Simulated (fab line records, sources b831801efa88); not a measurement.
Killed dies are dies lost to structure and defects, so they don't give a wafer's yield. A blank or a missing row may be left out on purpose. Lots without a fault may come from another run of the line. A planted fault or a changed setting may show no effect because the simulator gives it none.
Chamber matching | flow sky130 | SKY_VIA3_ETCH_15 on rie_diel-01: 4 sister chambers
The step etches SiO2 in C4F8/O2/Ar, stops on TiN, target depth 507 nm, time 78 s. 22 wafers are shown with their chamber, then 11 later ones without.

WAFERS WITH THEIR CHAMBER
wafer  | chamber | oes_product_au (a.u.)
L074.3 | 3       | 0.941
L074.4 | 0       | 0.943
L074.5 | 3       | 0.930
L075.4 | 1       | 0.941
L075.5 | 1       | 0.936
L075.6 | 2       | 0.927
L076.1 | 2       | 0.937
L076.3 | 1       | 0.934
L076.5 | 0       | 0.954
L077.3 | 2       | 0.939
L077.5 | 0       | 0.940
L077.6 | 1       | 0.930
L086.1 | 2       | 0.939
L086.2 | 0       | 0.935
L086.5 | 0       | 0.939
L088.1 | 1       | 0.945
L088.2 | 0       | 0.943
L088.4 | 2       | 0.940
L089.2 | 2       | 0.942
L089.4 | 0       | 0.937
L089.5 | 3       | 0.938
L092.1 | 3       | 0.932

SIGNATURES (means of the wafers above)
reading        | chamber 0 | chamber 1 | chamber 2 | chamber 3 | scatter within a chamber
oes_product_au | 0.94157   | 0.93720   | 0.93733   | 0.93525   | 0.00573
Rule: a wafer's distance from a chamber is the root of the sum, over the readings, of the square of ((its reading less the chamber's mean) divided by the reading's scatter). The wafer belongs to the nearest chamber; if the next one is less than 2 further off, it can't be placed. The scatter: the root of (the sum of the squares of (reading less its chamber's mean) over the shown wafers, divided by (wafers less chambers)).

WAFERS WITHOUT THEIR CHAMBER
wafer  | oes_product_au (a.u.)
L092.5 | 0.930
L092.6 | 0.950
L091.1 | 0.937
L091.2 | 0.939
L091.3 | 0.934
L093.1 | 0.940
L093.2 | 0.938
L093.5 | 0.938
L094.1 | 0.942
L094.3 | 0.938
L094.4 | 0.951

WHICH CHAMBER EACH WENT THROUGH
wafer  | from the rows above               | in truth
L092.5 | can't be placed: 3 or 1 or 2 or 0 | 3
L092.6 | can't be placed: 0 or 2 or 1 or 3 | 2
L091.1 | can't be placed: 1 or 2 or 3 or 0 | 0
L091.2 | can't be placed: 2 or 1 or 0 or 3 | 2
L091.3 | can't be placed: 3 or 1 or 2 or 0 | 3
L093.1 | can't be placed: 0 or 2 or 1 or 3 | 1
L093.2 | can't be placed: 2 or 1 or 3 or 0 | 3
L093.5 | can't be placed: 2 or 1 or 3 or 0 | 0
L094.1 | can't be placed: 0 or 2 or 1 or 3 | 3
L094.3 | can't be placed: 2 or 1 or 3 or 0 | 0
L094.4 | can't be placed: 0 or 2 or 1 or 3 | 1
Placed correctly: 0 of 11. Can't be placed from these rows: 11 (the true chamber is among the candidates in 11). Placed wrongly: 0.
